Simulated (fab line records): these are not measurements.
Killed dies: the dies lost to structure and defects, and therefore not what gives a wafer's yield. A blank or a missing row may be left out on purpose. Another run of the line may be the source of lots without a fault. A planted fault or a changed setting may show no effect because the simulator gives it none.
Which tool did it? | flow sky130 | 9 lots, 27 wafers sampled, at 5 steps of a route of 708

WHAT THE GAUGES READ, wafer by wafer
SKY_METAL2_RS_MEAS_05: a four-point-probe measurement. Usual: METAL2_ALCU_RS typically reads 0.1266 ohm/sq, with standard deviation 0.0012.
lot  | measured     | on           | METAL2_ALCU_RS (ohm/sq) | flag
L385 | day 34 08:50 | filmMetro-02 | 0.1271 0.1274 0.1266    | 
L387 | day 35 07:10 | filmMetro-04 | 0.1275 0.1284 0.1257    | 
L391 | day 36 13:29 | filmMetro-01 | 0.1281 0.1269 0.1266    | 
L394 | day 37 15:07 | filmMetro-02 | 0.1262 0.0914 0.0919    | OFF
L395 | day 38 00:34 | filmMetro-04 | 0.1251 0.1278 0.1249    | 
L397 | day 38 19:17 | filmMetro-01 | 0.1254 0.0907 0.1271    | OFF
L399 | day 39 15:31 | filmMetro-02 | 0.1247 0.1254 0.1271    | 
L405 | day 40 16:09 | filmMetro-02 | 0.1271 0.1280 0.1253    | 
L406 | day 40 22:41 | filmMetro-04 | 0.1265 0.1250 0.1254    | 

SKY_METAL2_THK_MEAS_06: measures by xrf. Usual: METAL2_ALCU_THK typically reads 246.3 nm, with standard deviation 2.7.
lot  | measured     | on           | METAL2_ALCU_THK (nm) | flag
L385 | day 34 08:58 | filmMetro-02 | 242.8 245.1 244.7    | 
L387 | day 35 07:17 | filmMetro-04 | 245.3 244.6 248.4    | 
L391 | day 36 13:35 | filmMetro-01 | 245.8 245.6 247.5    | 
L394 | day 37 15:14 | filmMetro-02 | 244.4 335.9 334.8    | OFF
L395 | day 38 00:40 | filmMetro-04 | 247.8 245.9 248.4    | 
L397 | day 38 19:23 | filmMetro-01 | 251.4 341.6 246.0    | OFF
L399 | day 39 15:37 | filmMetro-02 | 248.2 249.2 243.0    | 
L405 | day 40 16:16 | filmMetro-02 | 243.5 240.5 246.6    | 
L406 | day 40 22:48 | filmMetro-04 | 245.9 249.6 247.8    | 

SKY_METAL2_OVL_MEAS_16. Usual: METAL2_OVL typically reads 0 nm, with standard deviation 4.5.
lot  | measured     | on         | METAL2_OVL (nm) | flag
L385 | day 35 11:08 | overlay-01 | -2 -8 -3        | 
L387 | day 36 09:44 | overlay-02 | -4 3 -3         | 
L391 | day 37 15:58 | overlay-02 | -4 1 -8         | 
L394 | day 38 17:23 | overlay-01 | -1 0 -1         | 
L395 | day 39 02:17 | overlay-02 | 7 2 0           | 
L397 | day 39 20:58 | overlay-02 | 6 4 1           | 
L399 | day 40 16:32 | overlay-01 | 8 2 1           | 
L405 | day 41 16:26 | overlay-01 | -4 -2 3         | 
L406 | day 41 22:45 | overlay-02 | 7 8 7           | 

WHAT TOOL EACH LOT RAN ON (gives the tool, then ch and the chambers of the sampled wafers, and finally the start)
lot  | SKY_VIA1_ETCH_14                  | SKY_METAL2_SPUTTER_02
L385 | rieDiel-02 ch 1,2,3, day 34 07:23 | pvdSputter-02, day 34 08:45
L387 | rieDiel-02 ch 0,2,3, day 35 05:41 | pvdSputter-02, day 35 07:04
L391 | rieDiel-02 ch 0,1, day 36 11:59   | pvdSputter-02, day 36 13:20
L394 | rieDiel-01 ch 0,3, day 37 12:35   | pvdSputter-02, day 37 15:01
L395 | rieDiel-02 ch 0,2,3, day 37 23:05 | pvdSputter-01, day 38 00:27
L397 | rieDiel-02 ch 0,1,2, day 38 17:47 | pvdSputter-02, day 38 19:08
L399 | rieDiel-02 ch 1,2,3, day 39 14:02 | pvdSputter-01, day 39 15:24
L405 | rieDiel-01 ch 2,3, day 40 14:41   | pvdSputter-03, day 40 16:02
L406 | rieDiel-01 ch 1,2,3, day 40 21:14 | pvdSputter-01, day 40 22:35
- SKY_VIA1_ETCH_14: etches BARC in N2/H2, stops on SiO2, time 45.9 s, target depth 60 nm.
- SKY_METAL2_SPUTTER_02: material AlCu, target thk 250 nm, time 13.3 s.

WHAT THE TOOLS THEMSELVES READ (means of the sampled wafers that have a number; where no wafer has one, the mark that the record gives instead)
SKY_VIA1_ETCH_14. Usual: chamberPressureMTorr 30.003 mTorr, standard deviation 0.028; drypumpMotorCurrentA 5.7 A, standard deviation 0.57; oesProductAu 0.855 a.u., standard deviation 0.0047; throttleValvePct 13.226 %, standard deviation 0.0091.
lot  | tool       | chamberPressureMTorr (mTorr) | drypumpMotorCurrentA (A) | oesProductAu (a.u.) | throttleValvePct (%) | flag
L385 | rieDiel-02 | 29.990                       | 5.8                      | 0.851               | 13.225               | 
L387 | rieDiel-02 | 30.013                       | 5.6                      | 0.856               | 13.225               | 
L391 | rieDiel-02 | 29.988                       | 5.7                      | 0.856               | 13.230               | 
L394 | rieDiel-01 | 29.987                       | 6.3                      | 0.855               | 13.229               | 
L395 | rieDiel-02 | 30.000                       | 5.6                      | 0.857               | 13.231               | 
L397 | rieDiel-02 | 30.025                       | 5.9                      | 0.855               | 13.227               | 
L399 | rieDiel-02 | 30.008                       | 5.8                      | 0.849               | 13.233               | 
L405 | rieDiel-01 | 30.017                       | 6.2                      | 0.856               | 13.226               | 
L406 | rieDiel-01 | 30.008                       | 6.0                      | 0.856               | 13.224               | 

SKY_METAL2_SPUTTER_02. Usual: throttleValvePct 30.4 %, standard deviation 1.1.
lot  | tool          | throttleValvePct (%) | flag
L385 | pvdSputter-02 | 30.6                 | 
L387 | pvdSputter-02 | 30.7                 | 
L391 | pvdSputter-02 | 30.9                 | 
L394 | pvdSputter-02 | 31.2                 | 
L395 | pvdSputter-01 | 30.3                 | 
L397 | pvdSputter-02 | 30.6                 | 
L399 | pvdSputter-01 | 30.8                 | 
L405 | pvdSputter-03 | 29.8                 | 
L406 | pvdSputter-01 | 29.6                 | 

THE ANSWER, worked out from the rows above alone
Rule: take the mean of a lot's wafers that have a number; if it is more than 3 standard deviations from the usual mean, the lot is off. Also off: a lot with no number at a reading for which 4 or more lots have one. Where the step has rows for the other lots, those lots are counted as sound. First the gauges in route order, then the tools' own readings, where a lot's mean is used as printed above. At the first step where some lot is off, the reading lying furthest off is the one used; lots without a number count as furthest.
Off: L394, L397, at SKY_METAL2_RS_MEAS_05 (METAL2_ALCU_RS).
A tool fits if, at a process step before that reading, it ran every lot that is off, and no sound lot after the first of them. Those tools and the gauges at SKY_METAL2_RS_MEAS_05 are tried in the same way. One fits: pvdSputter-02 at SKY_METAL2_SPUTTER_02. Its last sound lot is L391 (day 36 13:20), its first lot that is off L394 (day 37 15:01): a fault that began between those two fits.

WHAT THE SIMULATOR HAD INSERTED
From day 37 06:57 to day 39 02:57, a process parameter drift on pvdSputter-02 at SKY_METAL2_SPUTTER_02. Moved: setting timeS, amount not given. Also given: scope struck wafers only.
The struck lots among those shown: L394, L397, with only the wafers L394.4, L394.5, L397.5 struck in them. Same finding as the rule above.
